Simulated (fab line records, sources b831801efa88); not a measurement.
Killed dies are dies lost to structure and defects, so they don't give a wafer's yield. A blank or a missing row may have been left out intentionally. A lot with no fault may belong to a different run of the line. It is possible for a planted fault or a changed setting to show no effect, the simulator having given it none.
Which of the tools did it? -- flow gf180mcu -- 7 lots, 21 wafers sampled, at 2 steps of a route of 602

WHAT THE GAUGES READ, wafer by wafer
GF_VT_IMPLANT_RS_MEAS_48: measurement is done with a four-point probe.
lot,measured,on,LVPWELL_RS (ohm/sq)
L349,day 7 20:56,filmMetro-04,1198 1196 1198
L351,day 8 13:20,filmMetro-04,1199 1194 1197
L356,day 9 21:44,filmMetro-01,1191 1194 1192
L359,day 10 16:29,filmMetro-02,1201 1201 1201
L361,day 11 06:17,filmMetro-04,1232 1232 1236
L368,day 13 06:02,filmMetro-02,1194 1196 1197
L371,day 14 01:27,filmMetro-01,1200 1193 1199

WHICH TOOL RAN EACH LOT (tool, then ch and the chambers of the sampled wafers, then the start)
lot,GF_LVPWELL_IMPLANT_08
L349,"implanter-02 ch 0, day 4 02:02"
L351,"implanter-01 ch 0, day 4 15:17"
L356,"implanter-01 ch 0, day 5 19:25"
L359,"implanter-03 ch 0, day 6 11:17"
L361,"implanter-01 ch 0, day 6 22:11"
L368,"implanter-02 ch 0, day 8 13:07"
L371,"implanter-02 ch 0, day 9 06:32"
- GF_LVPWELL_IMPLANT_08

THE ANSWER, worked out from the rows above alone
Rule: usual is defined by the lots themselves. The widest of any qualifying gaps counts: lots, ordered by their means at a reading, are off when they make up no more than a third of the lots, leave a main group of 4 or more, and stand apart from it by 3 or more times the standard deviation of that group's means. The tables above print the reading to a certain number of digits; a main group whose means all agree to those digits is not used. A lot without any number at a reading at which 4 lots or more have one is off too. The other lots that the step has rows for count as sound.
Off: at GF_VT_IMPLANT_RS_MEAS_48 (LVPWELL_RS), L361. The main group has a mean of 1197 ohm/sq with a standard deviation of 2.6.
If a tool, at a process step before that reading, ran all the lots that are off and no sound lot after the first of them, it fits. The gauges at GF_VT_IMPLANT_RS_MEAS_48 are tried like those tools. Can't be told from this: 2 tools fit, implanter-01 at GF_LVPWELL_IMPLANT_08, filmMetro-04 at GF_VT_IMPLANT_RS_MEAS_48.

WHAT THE SIMULATOR PUT IN
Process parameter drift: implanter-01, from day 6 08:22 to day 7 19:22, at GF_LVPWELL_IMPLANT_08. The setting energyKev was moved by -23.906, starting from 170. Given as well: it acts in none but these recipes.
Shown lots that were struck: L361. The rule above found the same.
